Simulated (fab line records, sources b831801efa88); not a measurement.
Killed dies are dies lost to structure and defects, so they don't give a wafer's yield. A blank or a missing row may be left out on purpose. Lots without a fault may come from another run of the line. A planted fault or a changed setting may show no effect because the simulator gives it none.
Problem report in the 8D (eight disciplines) form, filled by code | flow sky130 | the parts of the form that need people (team, actions taken, sign-off) are left out

1. THE PROBLEM
CONTACT_HDPCVD_THK at SKY_CONTACT_THK_MEAS_03 reads a mean of 752 nm on 2 wafers of 1 lot; wafers without a fault read 563 nm with a standard deviation of 6.2. That is +31 standard deviations from the usual mean.
First seen on wafer L546.5, day 32 17:49, on film_metro-01. The record holds 33 wafers of 11 lots with a number at this step. Rule for "out", or "out of limits": more than 4 standard deviations from the usual mean. The other wafers with a number count as sound.

2. WHAT IT IS AND WHAT IT IS NOT
question                    | is                 | is not
which readings at this step | CONTACT_HDPCVD_THK | -
which lots                  | L546               | L540, L541, L543, L544, L552, L556, L558, L560, L561, L562
which wafers of those lots  | L546.5, L546.6     | L546.2
read on which gauges        | film_metro-01      | film_metro-02, film_metro-04
when                        | from day 32 17:49  | up to then (13 sound wafers); but 18 sound wafers of L552, L556, L558, L560, L561, L562 came after

3. SUSPECTS, AND WHAT RULES EACH OUT
Counting: a tool at a process step up to the reading stays a suspect if it ran every lot that is out. Sound lots after the first of them don't rule it out here, since some wafers of a struck lot are sound.
- the gauge at SKY_CONTACT_THK_MEAS_03: ruled out. All the wafers that are out were read on film_metro-01, but those of them that SKY_CONTACT_CMP_04 has rows for are out there too, on other tools.
- hdpcvd-01 at SKY_CONTACT_HDPCVD_02 (deposits SiO2, target thk 565 nm, time 94.2 s): kept. It ran the lot that is out, L546 (day 32 17:44); its last sound lot up to then is L544 (day 31 19:06).
Left after counting: hdpcvd-01 at SKY_CONTACT_HDPCVD_02.

4. THE CAUSE (what the simulator had put in)
Process parameter drift: hdpcvd-01, from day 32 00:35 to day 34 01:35, at SKY_CONTACT_HDPCVD_02. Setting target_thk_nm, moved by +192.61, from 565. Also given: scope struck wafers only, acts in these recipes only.
Counting left only this tool.

5. THE CHAIN OF EFFECTS, in route order
Each row: a reading whose mean over the struck wafers that have a number lies more than 3 standard deviations from the usual. Only readings for which the record gives a usual standard deviation are gone through. hours: the time from each lot's start at the first step in this table that gives one to its start at this step, as a median over the lots. sigmas: the change in usual standard deviations.
hours | step                    | reading            | usual  | on struck wafers | change | sigmas
0     | SKY_CONTACT_THK_MEAS_03 | CONTACT_HDPCVD_THK | 563 nm | 752              | +190   | +31
7     | SKY_CONTACT_CMP_04      | time_to_endpoint_s | 79 s   | 150              | +72    | +17
The process steps in it:
- SKY_CONTACT_CMP_04: polishes SiO2.
Later measuring or inspecting steps at which every struck wafer that the step has a row for has a number for every such reading, and none has moved that far: SKY_CONTACT_BOW_MEAS_05.

6. WHAT WOULD HAVE CAUGHT IT SOONER
In this record the first reading out of limits at a measuring or inspecting step was taken at day 32 17:49, 17 hours after the fault began at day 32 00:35.
All the lots that are out (1) had begun SKY_CONTACT_HDPCVD_02 on hdpcvd-01 by day 32 17:49. A hold on the tool at that time would have spared none of them.
